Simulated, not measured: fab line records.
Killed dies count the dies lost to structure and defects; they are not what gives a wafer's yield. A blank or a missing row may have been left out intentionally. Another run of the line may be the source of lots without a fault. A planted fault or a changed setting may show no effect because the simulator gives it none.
8D (eight disciplines) problem report, filled in by code + flow sky130 + the parts of the form that need people (team, actions taken, sign-off) are left out

## 1. WHAT WENT WRONG
Across 9 wafers from 3 lots, SONOS_ONO_OXIDATION_THK at SKY_SONOS_ONO_THK_MEAS_01 averages 3.47 nm, while fault-free wafers read 2.62 nm with a standard deviation of 0.067. That is +13 standard deviations from the usual mean.
The first sign was on wafer L871.1 at day 12 13:13, on film metro-02. At this step, 45 wafers from 15 lots have a number in the record. The rule behind "out" and "out of limits": a value lying over 4 standard deviations away from the usual mean. The other wafers with a number count as sound.

## 2. WHAT IT IS, AND WHAT IT ISN'T
| question                    | is                                          | is not                                                                                                              |
|-----------------------------|---------------------------------------------|---------------------------------------------------------------------------------------------------------------------|
| which readings at this step | SONOS_ONO_OXIDATION_THK                     | -                                                                                                                   |
| which lots                  | L871, L872, L873                            | L868, L869, L870, L880, L882, L883, L884, L885, L886, L888, L889, L890                                              |
| which wafers of those lots  | all that have a number                      | -                                                                                                                   |
| read on which gauges        | film metro-02, film metro-03, film metro-04 | -                                                                                                                   |
| when                        | from day 12 13:13                           | up to then (9 sound wafers); but 27 sound wafers of L880, L882, L883, L884, L885, L886, L888, L889, L890 came after |

## 3. WHAT RULES OUT EACH SUSPECT
Counting: a tool at a process step up to the reading stays a suspect if it ran every lot that is out and no sound lot after the first of them.
- the gauge at SKY_SONOS_ONO_THK_MEAS_01: ruled out. The wafers that are out were read on 3 gauges (film metro-02, film metro-03, film metro-04).
- furnace-02 at SKY_SONOS_ONO_OXIDATION_00 (stabilise 600 s, purge 300 s, target thk 2.6 nm): ruled out as a lasting fault. The sound lots L884, L885, L886, L888, L889, L890 went through it after L871, its earliest lot that is out (day 12 11:53).
Left after counting: nothing in the record.

## 4. THE CAUSE (what the simulator had put in)
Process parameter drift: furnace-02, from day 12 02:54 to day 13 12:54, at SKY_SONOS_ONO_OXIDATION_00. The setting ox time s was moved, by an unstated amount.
The count ruled it out by mistake, since the rule takes a fault to strike every lot its tool runs from the start of the fault on, and this one did not do so.

## 5. SEQUENCE OF EFFECTS, ordered by route
One row per reading whose mean, taken over the struck wafers that have a number, lies over 3 standard deviations from the usual. Only readings whose record carries a usual standard deviation are examined. hours: median over the lots of the time between each lot's start at the first step of this table that gives one and its start at this step. sigmas: the change, counted in usual standard deviations.
| hours | step                      | reading                 | usual   | on struck wafers | change | sigmas |
|-------|---------------------------|-------------------------|---------|------------------|--------|--------|
| 0     | SKY_SONOS_ONO_THK_MEAS_01 | SONOS_ONO_OXIDATION_THK | 2.62 nm | 3.47             | +0.85  | +13    |

## 6. WHAT WOULD HAVE CAUGHT IT SOONER
In this record the first reading out of limits at a measuring or inspecting step was taken at day 12 13:13, 10 hours after the fault began at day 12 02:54.
Of the tool readings at SKY_SONOS_ONO_OXIDATION_00 for which the record gives a usual standard deviation, none was out on any struck wafer, so an alarm limit of 4 standard deviations on them would not have fired.
